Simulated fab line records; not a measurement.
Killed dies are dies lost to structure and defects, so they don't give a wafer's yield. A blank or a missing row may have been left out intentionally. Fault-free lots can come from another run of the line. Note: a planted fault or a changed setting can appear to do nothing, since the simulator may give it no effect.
What tool caused it?	flow sky130	13 lots, 36 wafers sampled, at 5 steps of a route of 708

## WHAT THE GAUGES READ, wafer by wafer
SKY_METAL2_CD_MEAS_15 targets a cd of 140 nm.
lot	measured	on	cd_nm (nm)
L818	day 34 20:08	cd_sem-01	140.4 141.9 141.8
L819	day 35 00:01	cd_sem-01	141.8 140.7 139.7
L820	day 35 13:47	cd_sem-01	139.9 139.6 140.4
L821	day 35 17:25	cd_sem-02	139.7 137.5 138.4
L827	day 38 20:41	cd_sem-01	138.4 137.1
L829	day 39 06:22	cd_sem-01	140.2 141.3
L830	day 39 15:58	cd_sem-02	138.5 138.5
L836	day 40 10:18	cd_sem-02	140.7 140.3 141.7
L835	day 40 12:40	cd_sem-02	138.9 140.3 139.8
L837	day 41 09:52	cd_sem-02	139.5 139.8 141.5
L838	day 41 15:28	cd_sem-01	139.8 139.5 140.2
L839	day 41 17:42	cd_sem-01	137.9 137.9 138.8
L840	day 41 18:13	cd_sem-02	141.8 141.3 141.3

SKY_CAP2M_OVL_MEAS_12.
lot	measured	on	CAP2M_OVL (nm)
L818	day 40 11:28	overlay-01	2.2 -1.4 -1.6
L819	day 40 13:37	overlay-01	-0.5 -0.3 -3.4
L820	day 41 02:34	overlay-01	-1.7 -0.6 0.5
L821	day 41 06:10	overlay-01	1.5 0.3 0.8
L827	day 44 02:11	overlay-02	0.1 1.6
L829	day 44 11:11	overlay-02	-2.1 -0.1
L830	day 44 18:35	overlay-02	0.3 1.2
L836	day 45 12:31	overlay-01	0.6 -0.9 0.8
L835	day 45 14:22	overlay-01	-0.9 1.4 -3.2
L837	day 46 08:19	overlay-02	0.5 -0.9 0.1
L838	day 46 13:40	overlay-02	-1.7 0.2 -1.4
L839	day 46 14:01	overlay-01	0.0 -1.0 -0.3
L840	day 46 14:19	overlay-02	0.3 -0.1 0.2

SKY_METAL5_THK_MEAS_06: measures by xrf.
lot	measured	on	METAL5_ALCU_THK (nm)
L818	day 42 14:45	film_metro-02	1120 1134 1118
L819	day 42 15:34	film_metro-02	1132 1150 1154
L820	day 43 06:05	film_metro-02	1128 1125 1133
L821	day 43 08:50	film_metro-03	1142 1154 1152
L827	day 46 00:46	film_metro-03	1051 1138
L829	day 46 09:28	film_metro-03	1083 1133
L830	day 46 16:21	film_metro-01	1065 1067
L836	day 47 09:46	film_metro-03	1157 1149 1171
L835	day 47 10:17	film_metro-01	1182 1161 1179
L837	day 48 03:31	film_metro-02	1159 1135 1138
L838	day 48 08:26	film_metro-01	1145 1160 1159
L839	day 48 08:44	film_metro-02	1137 1152 1159
L840	day 48 09:06	film_metro-03	1147 1148 1153

## EACH LOT AND THE TOOL THAT RAN IT (in order: tool; ch and the chambers of the sampled wafers; start)
lot	SKY_VIA1_CMP_24	SKY_METAL5_SPUTTER_04
L818	cmp-02 ch 1,3, day 33 18:56	pvd_sputter-04, day 42 14:35
L819	cmp-01 ch 0,1,2, day 33 21:43	pvd_sputter-04, day 42 15:24
L820	cmp-02 ch 0,1,2, day 34 10:49	pvd_sputter-04, day 43 05:54
L821	cmp-02 ch 2,3, day 34 14:37	pvd_sputter-04, day 43 08:40
L827	cmp-01 ch 0,2, day 37 19:16	pvd_sputter-03, day 46 00:34
L829	cmp-02 ch 0,2, day 38 05:06	pvd_sputter-03, day 46 09:15
L830	cmp-02 ch 0,1, day 38 14:35	pvd_sputter-03, day 46 16:10
L836	cmp-02 ch 2,3, day 39 08:08	pvd_sputter-04, day 47 09:35
L835	cmp-02 ch 0,3, day 39 11:37	pvd_sputter-01, day 47 10:07
L837	cmp-01 ch 1,3, day 40 09:39	pvd_sputter-01, day 48 03:21
L838	cmp-01 ch 1,2,3, day 40 15:45	pvd_sputter-01, day 48 08:16
L839	cmp-01 ch 2,3, day 40 18:38	pvd_sputter-04, day 48 08:34
L840	cmp-01 ch 0,1,3, day 40 18:59	pvd_sputter-01, day 48 08:56
- SKY_VIA1_CMP_24: polishes, stops on SiO2, t overpolish 15 s, target thk 0 nm.
- SKY_METAL5_SPUTTER_04: material TiN, target thk 70 nm, time 58.3 s.

## WHAT THE TOOLS THEMSELVES READ (means of the sampled wafers that have a number; where no wafer has one, the mark that the record gives instead)
SKY_VIA1_CMP_24.
lot	tool	motor_current_A (A)	overpolish_run_s (s)	time_to_endpoint_s (s)
L818	cmp-02	10.3	14.993	63
L819	cmp-01	10.1	15.003	68
L820	cmp-02	10.7	15.000	65
L821	cmp-02	10.4	15.005	64
L827	cmp-01	10.8	15.001	65
L829	cmp-02	10.7	14.998	62
L830	cmp-02	10.4	15.005	62
L836	cmp-02	10.6	15.002	67
L835	cmp-02	10.6	14.989	64
L837	cmp-01	11.1	15.007	68
L838	cmp-01	11.2	15.002	70
L839	cmp-01	11.4	15.000	71
L840	cmp-01	10.3	14.998	67

SKY_METAL5_SPUTTER_04.
lot	tool	throttle_valve_pct (%)
L818	pvd_sputter-04	29.4
L819	pvd_sputter-04	29.4
L820	pvd_sputter-04	30.0
L821	pvd_sputter-04	30.2
L827	pvd_sputter-03	29.4
L829	pvd_sputter-03	30.0
L830	pvd_sputter-03	29.6
L836	pvd_sputter-04	30.5
L835	pvd_sputter-01	30.1
L837	pvd_sputter-01	29.8
L838	pvd_sputter-01	29.9
L839	pvd_sputter-04	29.9
L840	pvd_sputter-01	29.6

## THE ANSWER, worked out from the rows above alone
Rule: what is usual is taken from the lots themselves. The widest of any qualifying gaps counts: lots, ordered by their means at a reading, are off when they make up no more than a third of the lots, leave a main group of 4 or more, and stand apart from it by 3 or more times the standard deviation of that group's means. The tables above print the reading to a certain number of digits; a main group whose means all agree to those digits is not used. A lot without any number at a reading at which 4 lots or more have one is off too. The other lots that the step has rows for count as sound. After the gauges, taken in route order, come the tools' own readings; for these a lot's mean is taken, as printed above. The first step at which some lot is off is used, and at that step the reading that is off furthest; a lot without a number counts as furthest.
Across all readings shown, no lot is off: no conclusion can be drawn from this.

## WHAT THE SIMULATOR HAD INSERTED
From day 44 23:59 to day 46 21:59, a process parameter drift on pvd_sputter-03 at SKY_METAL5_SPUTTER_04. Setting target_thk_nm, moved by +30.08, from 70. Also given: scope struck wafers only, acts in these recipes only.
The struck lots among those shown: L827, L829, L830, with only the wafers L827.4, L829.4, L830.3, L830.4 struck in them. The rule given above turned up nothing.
